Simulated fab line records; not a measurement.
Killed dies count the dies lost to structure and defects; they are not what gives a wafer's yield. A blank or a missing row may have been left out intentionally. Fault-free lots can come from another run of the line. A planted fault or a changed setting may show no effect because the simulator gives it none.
Code-filled problem report in 8D (eight disciplines) form || flow gf180mcu || the parts of the form that need people (team, actions taken, sign-off) are left out

1. WHAT WENT WRONG
SALICIDE_TIN_RS at GF_SALICIDE_RS_MEAS_04 reads a mean of 26.8 ohm/sq on 2 wafers of 1 lot; wafers without a fault read 16.4 ohm/sq with a standard deviation of 0.34. Measured from the usual mean, that is +30 standard deviations.
The step: measures by four-point-probe.
First seen on wafer L562.2, day 19 06:32, on film metro-03. The record holds 39 wafers of 13 lots with a number at this step. Rule for "out" (also "out of limits"): further than 4 standard deviations from the usual mean. All remaining wafers that have a number are taken as sound.

2. WHAT IT IS, WHAT IT ISN'T
{"question": "which readings at this step", "is": "SALICIDE_TIN_RS", "is not": "-"}
{"question": "which lots", "is": "L562", "is not": "L551, L552, L553, L563, L564, L566, L569, L570, L571, L572, L573, L574"}
{"question": "which wafers of those lots", "is": "L562.2, L562.5", "is not": "L562.6"}
{"question": "read on which gauges", "is": "film metro-03", "is not": "film metro-01, film metro-02"}
{"question": "when", "is": "from day 19 06:32", "is not": "up to then (10 sound wafers); but 27 sound wafers of L563, L564, L566, L569, L570, L571, L572, L573, L574 came after"}

3. WHAT RULES OUT EACH SUSPECT
Counting: a tool at a process step up to the reading stays a suspect if it ran every lot that is out. Sound lots after the first of them don't rule it out here, since some wafers of a struck lot are sound.
- the gauge at GF_SALICIDE_RS_MEAS_04: kept. All the wafers that are out were read on film metro-03, and no step on other tools shows them out.
- plasma asher-04 at GF_PSD_STRIP_10 (strips in O2/N2): kept. It ran the lot that is out, L562 (day 18 05:05).
- pvd sputter-03 at GF_SALICIDE_SPUTTER_02 (material Co, target thk 10 nm, time 20 s): kept. L562, the lot that is out, went through it at day 19 06:27; up to then, the latest sound lot through it was L553 at day 15 12:25.
The count leaves plasma asher-04 at GF_PSD_STRIP_10, pvd sputter-03 at GF_SALICIDE_SPUTTER_02, and film metro-03 at GF_SALICIDE_RS_MEAS_04.

4. THE CAUSE (what the simulator had put in)
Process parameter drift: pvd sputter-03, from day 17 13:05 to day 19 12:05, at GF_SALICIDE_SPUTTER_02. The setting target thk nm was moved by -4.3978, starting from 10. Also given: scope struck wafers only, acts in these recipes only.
Of the 3 suspects that counting leaves, this tool is one.

5. SEQUENCE OF EFFECTS, ordered by route
One row per reading whose mean, taken over the struck wafers that have a number, lies over 3 standard deviations from the usual. Only readings whose record carries a usual standard deviation are examined. hours: median over the lots of the time between each lot's start at the first step of this table that gives one and its start at this step. sigmas: the change, counted in usual standard deviations.
{"hours": 0, "step": "GF_SALICIDE_RS_MEAS_04", "reading": "SALICIDE_TIN_RS", "usual": "16.4 ohm/sq", "on struck wafers": 26.8, "change": "+10.4", "sigmas": "+30"}

6. WHAT WOULD HAVE CAUGHT IT SOONER
Counted from the fault's start at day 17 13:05, it took 41 hours until the first out-of-limits reading at a measuring or inspecting step in this record, taken at day 19 06:32.
No tool reading at GF_SALICIDE_SPUTTER_02 that has a usual standard deviation in the record was out on any struck wafer, so an alarm limit of 4 standard deviations on those readings would not have fired.
The start of GF_SALICIDE_SPUTTER_02 on pvd sputter-03 came by day 19 06:32 for every one of the lots that are out (1). Holding the tool at that point would not have protected any of them.
